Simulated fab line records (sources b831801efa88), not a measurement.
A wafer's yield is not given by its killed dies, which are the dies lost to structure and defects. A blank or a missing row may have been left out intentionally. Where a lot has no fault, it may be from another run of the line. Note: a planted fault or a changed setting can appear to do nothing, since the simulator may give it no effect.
The tool behind it: which one? || flow sky130 || 14 lots, 42 wafers sampled, at 4 steps of a route of 708

== WHAT THE GAUGES SHOWED, per wafer ==
SKY_METAL3_OVL_MEAS_14. Usual: METAL3_OVL gives 3 nm (standard deviation 5.3).
{"lot": "L792", "measured": "day 38 08:53", "on": "overlay-02", "METAL3_OVL (nm)": "6 4 5", "flag": ""}
{"lot": "L794", "measured": "day 39 16:41", "on": "overlay-02", "METAL3_OVL (nm)": "0 -3 -1", "flag": ""}
{"lot": "L797", "measured": "day 39 17:32", "on": "overlay-01", "METAL3_OVL (nm)": "1 3 7", "flag": ""}
{"lot": "L798", "measured": "day 40 05:45", "on": "overlay-01", "METAL3_OVL (nm)": "9 6 0", "flag": ""}
{"lot": "L800", "measured": "day 41 04:08", "on": "overlay-02", "METAL3_OVL (nm)": "-2 4 7", "flag": ""}
{"lot": "L802", "measured": "day 41 05:50", "on": "overlay-01", "METAL3_OVL (nm)": "0 5 4", "flag": ""}
{"lot": "L801", "measured": "day 41 08:47", "on": "overlay-02", "METAL3_OVL (nm)": "4 1 8", "flag": ""}
{"lot": "L807", "measured": "day 42 20:47", "on": "overlay-01", "METAL3_OVL (nm)": "-2 0 -4", "flag": ""}
{"lot": "L808", "measured": "day 43 05:58", "on": "overlay-01", "METAL3_OVL (nm)": "-6 -11 -8", "flag": ""}
{"lot": "L810", "measured": "day 43 13:38", "on": "overlay-01", "METAL3_OVL (nm)": "8 -4 -2", "flag": ""}
{"lot": "L811", "measured": "day 44 09:59", "on": "overlay-01", "METAL3_OVL (nm)": "9 7 13", "flag": ""}
{"lot": "L813", "measured": "day 45 03:38", "on": "overlay-01", "METAL3_OVL (nm)": "2 2 6", "flag": ""}
{"lot": "L815", "measured": "day 46 03:05", "on": "overlay-02", "METAL3_OVL (nm)": "1 -11 -6", "flag": ""}
{"lot": "L814", "measured": "day 46 03:26", "on": "overlay-01", "METAL3_OVL (nm)": "0 -2 5", "flag": ""}

SKY_VIA4_THK_MEAS_01. Usual: VIA4_HDPCVD_THK gives 1754 nm (standard deviation 14).
{"lot": "L792", "measured": "day 41 14:19", "on": "filmMetro-02", "VIA4_HDPCVD_THK (nm)": "1741 1754 1740", "flag": ""}
{"lot": "L794", "measured": "day 42 17:38", "on": "filmMetro-03", "VIA4_HDPCVD_THK (nm)": "1741 1765 1744", "flag": ""}
{"lot": "L797", "measured": "day 42 20:04", "on": "filmMetro-02", "VIA4_HDPCVD_THK (nm)": "1737 1767 1734", "flag": ""}
{"lot": "L798", "measured": "day 43 09:41", "on": "filmMetro-01", "VIA4_HDPCVD_THK (nm)": "1752 1745 1757", "flag": ""}
{"lot": "L800", "measured": "day 44 09:55", "on": "filmMetro-01", "VIA4_HDPCVD_THK (nm)": "1757 1766 1767", "flag": ""}
{"lot": "L802", "measured": "day 44 10:52", "on": "filmMetro-03", "VIA4_HDPCVD_THK (nm)": "1747 1758 1756", "flag": ""}
{"lot": "L801", "measured": "day 44 11:49", "on": "filmMetro-03", "VIA4_HDPCVD_THK (nm)": "1748 1761 1766", "flag": ""}
{"lot": "L807", "measured": "day 45 18:13", "on": "filmMetro-01", "VIA4_HDPCVD_THK (nm)": "1776 1777 1786", "flag": ""}
{"lot": "L808", "measured": "day 46 05:33", "on": "filmMetro-03", "VIA4_HDPCVD_THK (nm)": "1750 1750 1740", "flag": ""}
{"lot": "L810", "measured": "day 46 12:28", "on": "filmMetro-03", "VIA4_HDPCVD_THK (nm)": "1747 1738 1776", "flag": ""}
{"lot": "L811", "measured": "day 47 06:59", "on": "filmMetro-01", "VIA4_HDPCVD_THK (nm)": "1728 1750 1753", "flag": ""}
{"lot": "L813", "measured": "day 47 22:22", "on": "filmMetro-03", "VIA4_HDPCVD_THK (nm)": "1779 1754 1761", "flag": ""}
{"lot": "L815", "measured": "day 48 18:49", "on": "filmMetro-03", "VIA4_HDPCVD_THK (nm)": "1763 1773 1752", "flag": ""}
{"lot": "L814", "measured": "day 48 19:56", "on": "filmMetro-03", "VIA4_HDPCVD_THK (nm)": "1738 1754 1737", "flag": ""}

SKY_PASSIVATION_THK_MEAS_01. Usual: PASSIVATION_CVD_00_THK gives 89.8 nm (standard deviation 1.2).
{"lot": "L792", "measured": "day 43 15:24", "on": "filmMetro-01", "PASSIVATION_CVD_00_THK (nm)": "89.2 88.0 90.4", "flag": ""}
{"lot": "L794", "measured": "day 44 17:04", "on": "filmMetro-04", "PASSIVATION_CVD_00_THK (nm)": "89.0 90.5 88.8", "flag": ""}
{"lot": "L797", "measured": "day 44 18:21", "on": "filmMetro-04", "PASSIVATION_CVD_00_THK (nm)": "90.0 90.5 91.5", "flag": ""}
{"lot": "L798", "measured": "day 45 08:37", "on": "filmMetro-01", "PASSIVATION_CVD_00_THK (nm)": "87.5 89.8 89.8", "flag": ""}
{"lot": "L800", "measured": "day 46 07:31", "on": "filmMetro-02", "PASSIVATION_CVD_00_THK (nm)": "89.8 91.4 92.4", "flag": ""}
{"lot": "L802", "measured": "day 46 07:46", "on": "filmMetro-04", "PASSIVATION_CVD_00_THK (nm)": "89.8 89.9 91.5", "flag": ""}
{"lot": "L801", "measured": "day 46 09:33", "on": "filmMetro-02", "PASSIVATION_CVD_00_THK (nm)": "87.9 88.2 89.1", "flag": ""}
{"lot": "L807", "measured": "day 47 12:26", "on": "filmMetro-01", "PASSIVATION_CVD_00_THK (nm)": "89.2 88.1 88.5", "flag": ""}
{"lot": "L808", "measured": "day 48 00:45", "on": "filmMetro-04", "PASSIVATION_CVD_00_THK (nm)": "89.1 90.1 90.3", "flag": ""}
{"lot": "L813", "measured": "day 49 12:45", "on": "filmMetro-02", "PASSIVATION_CVD_00_THK (nm)": "89.0 89.6 90.4", "flag": ""}
{"lot": "L815", "measured": "day 50 06:52", "on": "filmMetro-04", "PASSIVATION_CVD_00_THK (nm)": "91.0 89.7 92.2", "flag": ""}
{"lot": "L814", "measured": "day 50 07:19", "on": "filmMetro-01", "PASSIVATION_CVD_00_THK (nm)": "90.4 89.9 92.4", "flag": ""}

== WHAT TOOL EACH LOT RAN ON (gives the tool, then ch and the chambers of the sampled wafers, and finally the start) ==
{"lot": "L792", "SKY_VIA4_DEVELOP_10": "lithoTrack-04 ch 0, day 42 13:55"}
{"lot": "L794", "SKY_VIA4_DEVELOP_10": "lithoTrack-03 ch 0, day 43 15:52"}
{"lot": "L797", "SKY_VIA4_DEVELOP_10": "lithoTrack-01 ch 0, day 43 18:04"}
{"lot": "L798", "SKY_VIA4_DEVELOP_10": "lithoTrack-01 ch 0, day 44 08:31"}
{"lot": "L800", "SKY_VIA4_DEVELOP_10": "lithoTrack-01 ch 0, day 45 07:53"}
{"lot": "L802", "SKY_VIA4_DEVELOP_10": "lithoTrack-01 ch 0, day 45 08:13"}
{"lot": "L801", "SKY_VIA4_DEVELOP_10": "lithoTrack-04 ch 0, day 45 09:34"}
{"lot": "L807", "SKY_VIA4_DEVELOP_10": "lithoTrack-01 ch 0, day 46 14:26"}
{"lot": "L808", "SKY_VIA4_DEVELOP_10": "lithoTrack-03 ch 0, day 47 01:55"}
{"lot": "L810", "SKY_VIA4_DEVELOP_10": "lithoTrack-01, day 47 08:34"}
{"lot": "L811", "SKY_VIA4_DEVELOP_10": "lithoTrack-04, day 48 02:52"}
{"lot": "L813", "SKY_VIA4_DEVELOP_10": "lithoTrack-03 ch 0, day 48 17:04"}
{"lot": "L815", "SKY_VIA4_DEVELOP_10": "lithoTrack-04 ch 0, day 49 12:01"}
{"lot": "L814", "SKY_VIA4_DEVELOP_10": "lithoTrack-04 ch 0, day 49 13:07"}
- SKY_VIA4_DEVELOP_10: develop time 60 s.

== WHAT THE TOOLS THEMSELVES READ (means of the sampled wafers that have a number; where no wafer has one, the mark that the record gives instead) ==
SKY_VIA4_DEVELOP_10. Usual: chillPlateTempC at 23.00 C, with a standard deviation of 0.11.
{"lot": "L792", "tool": "lithoTrack-04", "chillPlateTempC (C)": 23.06, "flag": ""}
{"lot": "L794", "tool": "lithoTrack-03", "chillPlateTempC (C)": 22.93, "flag": ""}
{"lot": "L797", "tool": "lithoTrack-01", "chillPlateTempC (C)": 22.94, "flag": ""}
{"lot": "L798", "tool": "lithoTrack-01", "chillPlateTempC (C)": 22.97, "flag": ""}
{"lot": "L800", "tool": "lithoTrack-01", "chillPlateTempC (C)": 23.17, "flag": ""}
{"lot": "L802", "tool": "lithoTrack-01", "chillPlateTempC (C)": 23.22, "flag": ""}
{"lot": "L801", "tool": "lithoTrack-04", "chillPlateTempC (C)": 23.13, "flag": ""}
{"lot": "L807", "tool": "lithoTrack-01", "chillPlateTempC (C)": 23.04, "flag": ""}
{"lot": "L808", "tool": "lithoTrack-03", "chillPlateTempC (C)": 22.93, "flag": ""}
{"lot": "L810", "tool": "lithoTrack-01", "chillPlateTempC (C)": "-", "flag": "OFF"}
{"lot": "L811", "tool": "lithoTrack-04", "chillPlateTempC (C)": "-", "flag": "OFF"}
{"lot": "L813", "tool": "lithoTrack-03", "chillPlateTempC (C)": 22.94, "flag": ""}
{"lot": "L815", "tool": "lithoTrack-04", "chillPlateTempC (C)": 23.08, "flag": ""}
{"lot": "L814", "tool": "lithoTrack-04", "chillPlateTempC (C)": 22.98, "flag": ""}

== THE ANSWER, worked out from the rows above alone ==
Rule: lot off if the mean of its wafers having a number is beyond 3 standard deviations from the usual mean. A lot without any number at a reading at which 4 lots or more have one is off too. All remaining lots with rows at the step are treated as sound. First the gauges in route order, then the tools' own readings, where a lot's mean is used as printed above. At the first step where some lot is off, the reading lying furthest off is the one used; lots without a number count as furthest.
Off at SKY_VIA4_DEVELOP_10 (chillPlateTempC): L810, L811. Without a number there: L810, L811.
If a tool, at that step or one of the process steps before it, ran each lot that is off and ran no sound lot following the first of them, it fits. None of those tried fits.

== WHAT THE SIMULATOR PUT IN ==
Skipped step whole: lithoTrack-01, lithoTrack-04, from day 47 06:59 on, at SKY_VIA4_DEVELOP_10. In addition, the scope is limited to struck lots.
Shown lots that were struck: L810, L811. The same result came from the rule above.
